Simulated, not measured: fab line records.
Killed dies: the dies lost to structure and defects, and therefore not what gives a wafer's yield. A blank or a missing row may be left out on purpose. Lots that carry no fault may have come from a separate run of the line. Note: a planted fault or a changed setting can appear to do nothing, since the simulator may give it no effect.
Problem report, 8D (eight disciplines) form, completed by code :: flow sfqLine :: the parts of the form that need people (team, actions taken, sign-off) are left out

== 1. PROBLEM STATEMENT ==
heaterPowerTotalW at SFQ_TRILAYER_M4_LITHO_PEB_096 reads a mean of 70.15 W on 6 wafers of 2 lots; wafers without a fault read 79.16 W with a standard deviation of 0.059. So: -99 or more standard deviations from the usual mean.
The step: peb time 60 s.
The first sign was on wafer L116.2 at day 40 20:47, on lithoTrack-02. The record has a number at this step for 42 wafers belonging to 14 lots. Rule for "out" (also "out of limits"): further than 4 standard deviations from the usual mean. The other wafers with a number count as sound.

== 2. WHAT IT IS AND WHAT IT IS NOT ==
question: which readings at this step
is: heaterPowerTotalW, plateTempC
is not: -

question: which lots
is: L116, L118
is not: L102, L104, L105, L106, L107, L108, L109, L110, L111, L122, L124, L125

question: which wafers of those lots
is: all that have a number
is not: -

question: read on which tools
is: lithoTrack-02
is not: lithoTrack-01, lithoTrack-03

question: when
is: from day 40 20:47
is not: up to then (27 sound wafers); but 9 sound wafers of L122, L124, L125 came after

== 3. SUSPECTS, AND WHAT RULES EACH OUT ==
Counting: a tool at a process step up to the reading stays a suspect if it ran every lot that is out and no sound lot after the first of them.
- lithoTrack-02 at SFQ_TRILAYER_M4_LITHO_PEB_096 (peb time 60 s): kept. It processed each lot that is out, first L116 at day 40 20:47, and no sound lot thereafter; up to then, the last sound lot it processed was L108 at day 36 07:34. On those wafers its own readings are out: heaterPowerTotalW, plateTempC.
Left after counting: lithoTrack-02 at SFQ_TRILAYER_M4_LITHO_PEB_096.

== 4. THE CAUSE (what the simulator had put in) ==
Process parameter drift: lithoTrack-02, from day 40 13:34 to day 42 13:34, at SFQ_TRILAYER_M4_LITHO_PEB_096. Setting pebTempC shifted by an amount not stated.
This tool alone remained once counting was done.

== 5. THE EFFECT CHAIN, in route order ==
Each row: a reading whose mean over the struck wafers that have a number lies more than 3 standard deviations from the usual. Only readings whose record carries a usual standard deviation are examined. hours: median over the lots of the time between each lot's start at the first step of this table that gives one and its start at this step. sigmas: the change, counted in usual standard deviations.
hours: 0
step: SFQ_TRILAYER_M4_LITHO_PEB_096
reading: heaterPowerTotalW
usual: 79.16 W
on struck wafers: 70.15
change: -9.01
sigmas: -99 or more

hours: 0
step: SFQ_TRILAYER_M4_LITHO_PEB_096
reading: plateTempC
usual: 114.98 C
on struck wafers: 105.04
change: -9.94
sigmas: -76
The process steps in it:
- SFQ_TRILAYER_M4_LITHO_PEB_096: peb time 60 s.

== 6. HOW IT WOULD HAVE BEEN CAUGHT EARLIER ==
In this record no reading fell out of limits until day 40 20:47, 7 hours after the fault had begun at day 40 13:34.
